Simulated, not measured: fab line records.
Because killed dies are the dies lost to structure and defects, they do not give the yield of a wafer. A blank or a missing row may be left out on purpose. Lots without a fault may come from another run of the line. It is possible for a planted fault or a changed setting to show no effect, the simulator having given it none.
Split-lot experiment || flow sky130 || route with 708 steps; 5 lots, 27 wafers read

== THE SPLIT ==
At SKY_METAL5_SPUTTER_03 (material Ti, target thk 5 nm, time 3.3 s), the setting time s was moved away from the recipe's 3.3 s on 6 of the 27 wafers read, by -27.5% to -27.3%. The other wafers ran this setting at the recipe's value.

The reading comes from the split's own step.

== THE READING ==
Ti_of_METAL5_SPUTTER_03.thk nm (the simulator's own value, which no gauge read), in nm, at SKY_METAL5_SPUTTER_03 (material Ti, target thk 5 nm, time 3.3 s). The file gives no usual value for it. Average 5.089 nm, standard deviation 0.11 nm, over the 21 wafers here run with the recipe.

{"wafer": "L077.1", "tool, chamber at the split": "pvd sputter-03, -", "time s as run, s": 2.391, "against the recipe": "-27.5%", "Ti_of_METAL5_SPUTTER_03.thk nm, nm": 3.441, "against lot-mates on the recipe": -1.442}
{"wafer": "L077.2", "tool, chamber at the split": "pvd sputter-03, -", "time s as run, s": 3.3, "against the recipe": "recipe", "Ti_of_METAL5_SPUTTER_03.thk nm, nm": 4.841, "against lot-mates on the recipe": "-"}
{"wafer": "L077.3", "tool, chamber at the split": "pvd sputter-03, -", "time s as run, s": 2.391, "against the recipe": "-27.5%", "Ti_of_METAL5_SPUTTER_03.thk nm, nm": 3.629, "against lot-mates on the recipe": -1.254}
{"wafer": "L077.4", "tool, chamber at the split": "pvd sputter-03, -", "time s as run, s": 3.3, "against the recipe": "recipe", "Ti_of_METAL5_SPUTTER_03.thk nm, nm": 4.957, "against lot-mates on the recipe": "-"}
{"wafer": "L077.5", "tool, chamber at the split": "pvd sputter-03, -", "time s as run, s": 3.3, "against the recipe": "recipe", "Ti_of_METAL5_SPUTTER_03.thk nm, nm": 4.852, "against lot-mates on the recipe": "-"}
{"wafer": "L077.6", "tool, chamber at the split": "pvd sputter-03, -", "time s as run, s": 2.391, "against the recipe": "-27.5%", "Ti_of_METAL5_SPUTTER_03.thk nm, nm": 3.576, "against lot-mates on the recipe": -1.307}
{"wafer": "L080.1", "tool, chamber at the split": "pvd sputter-03, -", "time s as run, s": 3.3, "against the recipe": "recipe", "Ti_of_METAL5_SPUTTER_03.thk nm, nm": 5.178, "against lot-mates on the recipe": "-"}
{"wafer": "L080.2", "tool, chamber at the split": "pvd sputter-03, -", "time s as run, s": 3.3, "against the recipe": "recipe", "Ti_of_METAL5_SPUTTER_03.thk nm, nm": 5.143, "against lot-mates on the recipe": "-"}
{"wafer": "L080.3", "tool, chamber at the split": "pvd sputter-03, -", "time s as run, s": 3.3, "against the recipe": "recipe", "Ti_of_METAL5_SPUTTER_03.thk nm, nm": 4.975, "against lot-mates on the recipe": "-"}
{"wafer": "L080.4", "tool, chamber at the split": "pvd sputter-03, -", "time s as run, s": 3.3, "against the recipe": "recipe", "Ti_of_METAL5_SPUTTER_03.thk nm, nm": 5.152, "against lot-mates on the recipe": "-"}
{"wafer": "L080.5", "tool, chamber at the split": "pvd sputter-03, -", "time s as run, s": 3.3, "against the recipe": "recipe", "Ti_of_METAL5_SPUTTER_03.thk nm, nm": 5.092, "against lot-mates on the recipe": "-"}
{"wafer": "L080.6", "tool, chamber at the split": "pvd sputter-03, -", "time s as run, s": 3.3, "against the recipe": "recipe", "Ti_of_METAL5_SPUTTER_03.thk nm, nm": 5.229, "against lot-mates on the recipe": "-"}
{"wafer": "L082.1", "tool, chamber at the split": "pvd sputter-03, -", "time s as run, s": 3.3, "against the recipe": "recipe", "Ti_of_METAL5_SPUTTER_03.thk nm, nm": 5.103, "against lot-mates on the recipe": "-"}
{"wafer": "L082.2", "tool, chamber at the split": "pvd sputter-03, -", "time s as run, s": 3.3, "against the recipe": "recipe", "Ti_of_METAL5_SPUTTER_03.thk nm, nm": 5.057, "against lot-mates on the recipe": "-"}
{"wafer": "L082.3", "tool, chamber at the split": "pvd sputter-03, -", "time s as run, s": 3.3, "against the recipe": "recipe", "Ti_of_METAL5_SPUTTER_03.thk nm, nm": 5.006, "against lot-mates on the recipe": "-"}
{"wafer": "L082.4", "tool, chamber at the split": "pvd sputter-03, -", "time s as run, s": 3.3, "against the recipe": "recipe", "Ti_of_METAL5_SPUTTER_03.thk nm, nm": 5.087, "against lot-mates on the recipe": "-"}
{"wafer": "L082.5", "tool, chamber at the split": "pvd sputter-03, -", "time s as run, s": 3.3, "against the recipe": "recipe", "Ti_of_METAL5_SPUTTER_03.thk nm, nm": 5.182, "against lot-mates on the recipe": "-"}
{"wafer": "L082.6", "tool, chamber at the split": "pvd sputter-03, -", "time s as run, s": 3.3, "against the recipe": "recipe", "Ti_of_METAL5_SPUTTER_03.thk nm, nm": 5.148, "against lot-mates on the recipe": "-"}
{"wafer": "L084.1", "tool, chamber at the split": "pvd sputter-02, -", "time s as run, s": 3.3, "against the recipe": "recipe", "Ti_of_METAL5_SPUTTER_03.thk nm, nm": 5.2, "against lot-mates on the recipe": "-"}
{"wafer": "L084.2", "tool, chamber at the split": "pvd sputter-02, -", "time s as run, s": 3.3, "against the recipe": "recipe", "Ti_of_METAL5_SPUTTER_03.thk nm, nm": 5.063, "against lot-mates on the recipe": "-"}
{"wafer": "L084.4", "tool, chamber at the split": "pvd sputter-02, -", "time s as run, s": 3.3, "against the recipe": "recipe", "Ti_of_METAL5_SPUTTER_03.thk nm, nm": 5.156, "against lot-mates on the recipe": "-"}
{"wafer": "L085.1", "tool, chamber at the split": "pvd sputter-03, -", "time s as run, s": 2.4, "against the recipe": "-27.3%", "Ti_of_METAL5_SPUTTER_03.thk nm, nm": 3.801, "against lot-mates on the recipe": -1.352}
{"wafer": "L085.2", "tool, chamber at the split": "pvd sputter-03, -", "time s as run, s": 2.4, "against the recipe": "-27.3%", "Ti_of_METAL5_SPUTTER_03.thk nm, nm": 3.776, "against lot-mates on the recipe": -1.377}
{"wafer": "L085.3", "tool, chamber at the split": "pvd sputter-03, -", "time s as run, s": 3.3, "against the recipe": "recipe", "Ti_of_METAL5_SPUTTER_03.thk nm, nm": 5.112, "against lot-mates on the recipe": "-"}
{"wafer": "L085.4", "tool, chamber at the split": "pvd sputter-03, -", "time s as run, s": 3.3, "against the recipe": "recipe", "Ti_of_METAL5_SPUTTER_03.thk nm, nm": 5.205, "against lot-mates on the recipe": "-"}
{"wafer": "L085.5", "tool, chamber at the split": "pvd sputter-03, -", "time s as run, s": 3.3, "against the recipe": "recipe", "Ti_of_METAL5_SPUTTER_03.thk nm, nm": 5.141, "against lot-mates on the recipe": "-"}
{"wafer": "L085.6", "tool, chamber at the split": "pvd sputter-03, -", "time s as run, s": 2.4, "against the recipe": "-27.3%", "Ti_of_METAL5_SPUTTER_03.thk nm, nm": 3.654, "against lot-mates on the recipe": -1.499}

THE FIT
A straight line over all 27 wafers: Ti_of_METAL5_SPUTTER_03.thk nm changes by +0.0527 nm for each +1% of time s; r = +0.98; the points scatter about the line by 0.11 nm.
The same after taking each lot's own level away (the mean of its wafers on the recipe; 27 wafers): +0.05 nm for each +1%; r = +0.99; scatter 0.07 nm.
The reading moves by 1.4 nm for the largest change in time s, on that fit.
The lots' own levels span 4.8833 to 5.1527 nm, that is 2.5 times the standard deviation above.
The two slopes agree, so the slope changes little with the lot-to-lot level.
Check: for one of the wafers moved furthest among these (-27.5%), held out of the fit, the line's prediction against its lot-mates is -1.37 nm. It came out at -1.44 nm against them.

== THESE WAFERS: OTHER SPLITS ==
Other splits were also applied to these wafers ahead of the reading. Each is held against what the fit with the lots' levels taken away leaves over:
{"other split on the same wafers": "SKY_CAPM_SPUTTER_02 time s", "wafers away from the commonest value": 6, "r with Ti_of_METAL5_SPUTTER_03.thk nm (lot level and that fit taken away)": "+0.19"}
{"other split on the same wafers": "SKY_METAL4_SPUTTER_02 time s", "wafers away from the commonest value": 6, "r with Ti_of_METAL5_SPUTTER_03.thk nm (lot level and that fit taken away)": -0.22}
{"other split on the same wafers": "SKY_METAL4_ETCH_17 time s", "wafers away from the commonest value": 12, "r with Ti_of_METAL5_SPUTTER_03.thk nm (lot level and that fit taken away)": -0.03}

== FILE'S OWN FIT ==
Ti_of_METAL5_SPUTTER_03.thk nm changes by +0.05 nm for each +1% of time s, r = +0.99.
